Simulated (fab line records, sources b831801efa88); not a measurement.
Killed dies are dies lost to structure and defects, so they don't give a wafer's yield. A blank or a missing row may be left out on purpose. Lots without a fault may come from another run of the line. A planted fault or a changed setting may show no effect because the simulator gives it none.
Chamber matching | flow sky130 | SKY_VIA2_ETCH_15 on rie_diel-02: 4 sister chambers
The step etches SiO2 in C4F8/O2/Ar, stops on TiN, target depth 546 nm, time 84 s. 14 wafers are shown with their chamber, then 7 later ones without.

WAFERS WITH THEIR CHAMBER
wafer  | chamber | rf_fwd_power_W (W) | oes_product_au (a.u.)
L075.1 | 0       | 1483               | 0.929
L075.2 | 1       | 1483               | 0.940
L075.6 | 1       | 1484               | 0.945
L076.1 | 3       | 1498               | 0.945
L076.4 | 2       | 1486               | 0.946
L076.6 | 0       | 1485               | 0.933
L079.2 | 2       | 1488               | 0.945
L079.4 | 0       | 1488               | 0.942
L079.6 | 2       | 1493               | 0.939
L081.3 | 2       | 1497               | 0.939
L081.5 | 3       | 1493               | 0.931
L081.6 | 0       | 1494               | 0.941
L085.2 | 1       | 1487               | 0.933
L085.3 | 3       | 1487               | 0.942

SIGNATURES (means of the wafers above)
reading        | chamber 0 | chamber 1 | chamber 2 | chamber 3 | scatter within a chamber
rf_fwd_power_W | 1487.50   | 1484.67   | 1491.00   | 1492.67   | 4.61
oes_product_au | 0.93625   | 0.93933   | 0.94225   | 0.93933   | 0.00586
Rule: a wafer's distance from a chamber is the root of the sum, over the readings, of the square of ((its reading less the chamber's mean) divided by the reading's scatter). The wafer belongs to the nearest chamber; if the next one is less than 2 further off, it can't be placed. The scatter: the root of (the sum of the squares of (reading less its chamber's mean) over the shown wafers, divided by (wafers less chambers)).

WAFERS WITHOUT THEIR CHAMBER
wafer  | rf_fwd_power_W (W) | oes_product_au (a.u.)
L085.4 | 1485               | 0.943
L091.2 | 1479               | 0.936
L091.3 | 1483               | 0.942
L091.6 | 1487               | 0.930
L094.1 | 1488               | 0.944
L094.3 | 1493               | 0.941
L094.5 | 1498               | 0.937

WHICH CHAMBER EACH WENT THROUGH
wafer  | from the rows above               | in truth
L085.4 | can't be placed: 1 or 0 or 2 or 3 | 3
L091.2 | can't be placed: 1 or 0 or 2 or 3 | 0
L091.3 | can't be placed: 1 or 0 or 2 or 3 | 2
L091.6 | can't be placed: 0 or 1 or 3 or 2 | 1
L094.1 | can't be placed: 2 or 1 or 3 or 0 | 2
L094.3 | can't be placed: 3 or 2 or 0 or 1 | 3
L094.5 | can't be placed: 3 or 2 or 0 or 1 | 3
Placed correctly: 0 of 7. Can't be placed from these rows: 7 (the true chamber is among the candidates in 7). Placed wrongly: 0.
